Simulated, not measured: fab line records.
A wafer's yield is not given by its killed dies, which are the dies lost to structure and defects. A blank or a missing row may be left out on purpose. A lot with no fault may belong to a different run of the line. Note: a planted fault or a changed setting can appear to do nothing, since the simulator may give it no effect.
Tool commonality check | flow gf180mcu | Lots sampled 14, wafers sampled 54

REASON FOR OPENING
GF_HV_LDD_OVL_MEAS_47, reading HV_LDD_03_OVL: flagged on 4 of 14 lots. No-fault wafers: -0.7 nm, standard deviation 1.5.
Rule: a lot is flagged in two cases, either no wafer of it has a number, or all its wafers with numbers fall more than 4 standard deviations from that mean. The rest of the lots are taken to be sound.

lot  | measured     | on         | HV_LDD_03_OVL (nm), wafer by wafer  | flag
L827 | day 12 08:26 | overlay-02 | -1.6 -0.7 -2.3                      |
L828 | day 12 17:32 | overlay-02 | -2.0 -2.4 -1.6                      |
L829 | day 13 00:53 | overlay-02 | -1.5 -0.4 -0.8                      |
L830 | day 13 05:11 | overlay-02 | -0.5 -1.0 -0.6                      |
L831 | day 13 18:48 | overlay-02 | 241.3 243.2 242.5 241.6 243.1 242.3 | FLAGGED
L835 | day 15 05:44 | overlay-01 | 244.6 243.4 243.8 244.2 243.5 243.5 | FLAGGED
L836 | day 15 09:12 | overlay-01 | 242.3 243.8 241.5 242.6 243.6 241.6 | FLAGGED
L837 | day 15 18:20 | overlay-02 | -0.7 0.6 0.0                        |
L838 | day 16 04:44 | overlay-01 | 244.9 242.8 243.5 244.5 242.6 243.2 | FLAGGED
L840 | day 16 18:14 | overlay-02 | 0.2 -1.4 0.1                        |
L841 | day 16 21:56 | overlay-01 | 0.7 1.1 1.2                         |
L844 | day 18 07:50 | overlay-02 | -2.2 -0.5 -0.3                      |
L846 | day 18 18:38 | overlay-02 | -1.3 1.0 -0.8                       |
L849 | day 19 21:36 | overlay-02 | 1.7 2.1 3.0                         |
The numbers of the flagged lots are 243.1 nm on average: +243.8 nm against the usual, or +99 or more standard deviations.

WHICH TOOL EACH LOT WENT THROUGH
The record keeps 1 process step preceding the reading, out of 602 steps on the route. Every cell lists first the tool, next ch and the chambers used by the sampled wafers, and last the start.
lot  | flag    | GF_HV_LDD_EXPOSE_43
L827 |         | iline_stepper-02 ch 0, day 11 22:48
L828 |         | iline_stepper-02 ch 0, day 12 07:22
L829 |         | iline_stepper-02 ch 0, day 12 15:10
L830 |         | iline_stepper-01 ch 0, day 12 19:44
L831 | FLAGGED | iline_stepper-02 ch 0, day 13 08:09
L835 | FLAGGED | iline_stepper-02 ch 0, day 14 19:32
L836 | FLAGGED | iline_stepper-02 ch 0, day 14 22:24
L837 |         | iline_stepper-01 ch 0, day 15 07:41
L838 | FLAGGED | iline_stepper-02 ch 0, day 15 17:47
L840 |         | iline_stepper-01 ch 0, day 16 06:53
L841 |         | iline_stepper-01 ch 0, day 16 11:01
L844 |         | iline_stepper-01 ch 0, day 17 20:28
L846 |         | iline_stepper-01 ch 0, day 18 06:26
L849 |         | iline_stepper-01 ch 0, day 19 09:33
What these steps do:
- GF_HV_LDD_EXPOSE_43: exposes mask Pplus HV AREA, target cd 400 nm.
- GF_HV_LDD_OVL_MEAS_47

FLAGGED AGAINST TOTAL, ONE TOOL AT A TIME (gauges that did the reading follow at the end)
step                  | tool             | lots run | flagged | share of the flagged lots | sound lots run after its first flagged lot
GF_HV_LDD_EXPOSE_43   | iline_stepper-01 | 7        | 0       | none                      | -
GF_HV_LDD_EXPOSE_43   | iline_stepper-02 | 7        | 4       | all                       | 0
GF_HV_LDD_OVL_MEAS_47 | overlay-01       | 4        | 3       | some                      | 1 (L841)
GF_HV_LDD_OVL_MEAS_47 | overlay-02       | 10       | 1       | some                      | 5 (L837,L840,L844,L846,L849)

WHAT THE TABLE ALLOWS
Rows of the table that ran each flagged lot: 1, that is iline_stepper-02 at GF_HV_LDD_EXPOSE_43.
- iline_stepper-02 at GF_HV_LDD_EXPOSE_43 ran 7 lots, 4 of them flagged. Its last sound lot is L829 (day 12 15:10), its first flagged lot L831 (day 13 08:09): a fault that began between those two fits.
One tool is left: iline_stepper-02 at GF_HV_LDD_EXPOSE_43.

WHAT HAD BEEN PUT IN BY THE SIMULATOR
Scanner matching overlay: iline_stepper-02, from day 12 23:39 on, at GF_HV_LDD_EXPOSE_43. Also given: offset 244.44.
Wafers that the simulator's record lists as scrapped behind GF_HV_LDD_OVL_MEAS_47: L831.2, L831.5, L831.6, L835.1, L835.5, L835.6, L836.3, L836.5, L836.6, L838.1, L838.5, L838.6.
Struck lots among those shown: L831, L835, L836, L838. The rule given above showed the same thing.
